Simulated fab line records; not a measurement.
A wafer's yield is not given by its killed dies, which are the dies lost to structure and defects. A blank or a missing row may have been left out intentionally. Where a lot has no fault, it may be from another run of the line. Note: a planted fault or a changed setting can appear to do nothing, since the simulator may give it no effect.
Chamber matching / flow sky130 / rie-diel-03 running SKY_FIELD_ISO_ETCH_15: 4 sister chambers
The step etches the open film in CHF3/O2, stops on Si, target depth 180 nm, time 72 s. 14 wafers are shown with their chamber, then 7 later ones without.

## WAFERS WITH THEIR CHAMBER
wafer=L075.3; chamber=2; drypump-motor-current-A (A)=5.5; oes-product-au (a.u.)=0.939; throttle-valve-pct (%)=8.834
wafer=L075.4; chamber=1; drypump-motor-current-A (A)=6.1; oes-product-au (a.u.)=0.944; throttle-valve-pct (%)=8.843
wafer=L075.5; chamber=3; drypump-motor-current-A (A)=5.8; oes-product-au (a.u.)=0.940; throttle-valve-pct (%)=8.840
wafer=L078.1; chamber=1; drypump-motor-current-A (A)=6.0; oes-product-au (a.u.)=0.945; throttle-valve-pct (%)=8.849
wafer=L078.2; chamber=3; drypump-motor-current-A (A)=5.8; oes-product-au (a.u.)=0.943; throttle-valve-pct (%)=8.845
wafer=L078.4; chamber=2; drypump-motor-current-A (A)=5.5; oes-product-au (a.u.)=0.949; throttle-valve-pct (%)=8.855
wafer=L079.2; chamber=3; drypump-motor-current-A (A)=5.9; oes-product-au (a.u.)=0.945; throttle-valve-pct (%)=8.849
wafer=L079.4; chamber=0; drypump-motor-current-A (A)=5.7; oes-product-au (a.u.)=0.949; throttle-valve-pct (%)=8.842
wafer=L079.6; chamber=2; drypump-motor-current-A (A)=5.5; oes-product-au (a.u.)=0.953; throttle-valve-pct (%)=8.853
wafer=L084.1; chamber=2; drypump-motor-current-A (A)=5.5; oes-product-au (a.u.)=0.941; throttle-valve-pct (%)=8.842
wafer=L084.4; chamber=3; drypump-motor-current-A (A)=5.9; oes-product-au (a.u.)=0.941; throttle-valve-pct (%)=8.836
wafer=L084.6; chamber=1; drypump-motor-current-A (A)=6.0; oes-product-au (a.u.)=0.948; throttle-valve-pct (%)=8.833
wafer=L088.1; chamber=3; drypump-motor-current-A (A)=5.9; oes-product-au (a.u.)=0.941; throttle-valve-pct (%)=8.833
wafer=L088.3; chamber=0; drypump-motor-current-A (A)=5.6; oes-product-au (a.u.)=0.940; throttle-valve-pct (%)=8.844

SIGNATURES, as means of the wafers listed above
reading=drypump-motor-current-A; chamber 0=5.650; chamber 1=6.033; chamber 2=5.500; chamber 3=5.860; scatter within a chamber=0.0486
reading=oes-product-au; chamber 0=0.94450; chamber 1=0.94567; chamber 2=0.94550; chamber 3=0.94200; scatter within a chamber=0.00443
reading=throttle-valve-pct; chamber 0=8.84300; chamber 1=8.84167; chamber 2=8.84600; chamber 3=8.84060; scatter within a chamber=0.00769
Rule: for a wafer and a chamber, the distance is found by dividing, reading by reading, the gap between the wafer's reading and the chamber's mean by the reading's scatter, squaring, summing and taking the root. If the next closest chamber is less than 2 further off than the closest, the wafer can't be placed; otherwise it belongs to the closest. The scatter is the square root of a quotient: the sum, over the shown wafers, of each reading's squared deviation from its chamber's mean, divided by wafers minus chambers.

## WAFERS MISSING THEIR CHAMBER
wafer=L088.4; drypump-motor-current-A (A)=6.0; oes-product-au (a.u.)=0.933; throttle-valve-pct (%)=8.855
wafer=L089.2; drypump-motor-current-A (A)=5.6; oes-product-au (a.u.)=0.944; throttle-valve-pct (%)=8.841
wafer=L089.3; drypump-motor-current-A (A)=5.5; oes-product-au (a.u.)=0.937; throttle-valve-pct (%)=8.844
wafer=L089.4; drypump-motor-current-A (A)=5.8; oes-product-au (a.u.)=0.953; throttle-valve-pct (%)=8.845
wafer=L096.3; drypump-motor-current-A (A)=5.7; oes-product-au (a.u.)=0.940; throttle-valve-pct (%)=8.845
wafer=L096.4; drypump-motor-current-A (A)=5.5; oes-product-au (a.u.)=0.941; throttle-valve-pct (%)=8.851
wafer=L096.5; drypump-motor-current-A (A)=6.0; oes-product-au (a.u.)=0.958; throttle-valve-pct (%)=8.850

## WHICH CHAMBER EACH WENT THROUGH
wafer=L088.4; from the rows above=can't be placed: 1 or 3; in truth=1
wafer=L089.2; from the rows above=can't be placed: 0 or 2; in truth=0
wafer=L089.3; from the rows above=can't be placed: 2 or 0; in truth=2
wafer=L089.4; from the rows above=can't be placed: 3 or 0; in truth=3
wafer=L096.3; from the rows above=can't be placed: 0 or 3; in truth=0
wafer=L096.4; from the rows above=2; in truth=2
wafer=L096.5; from the rows above=can't be placed: 1 or 3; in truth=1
Placed correctly: 1 of 7. Can't be placed from these rows: 6 (the true chamber is among the candidates in 6). Number placed wrongly: 0.
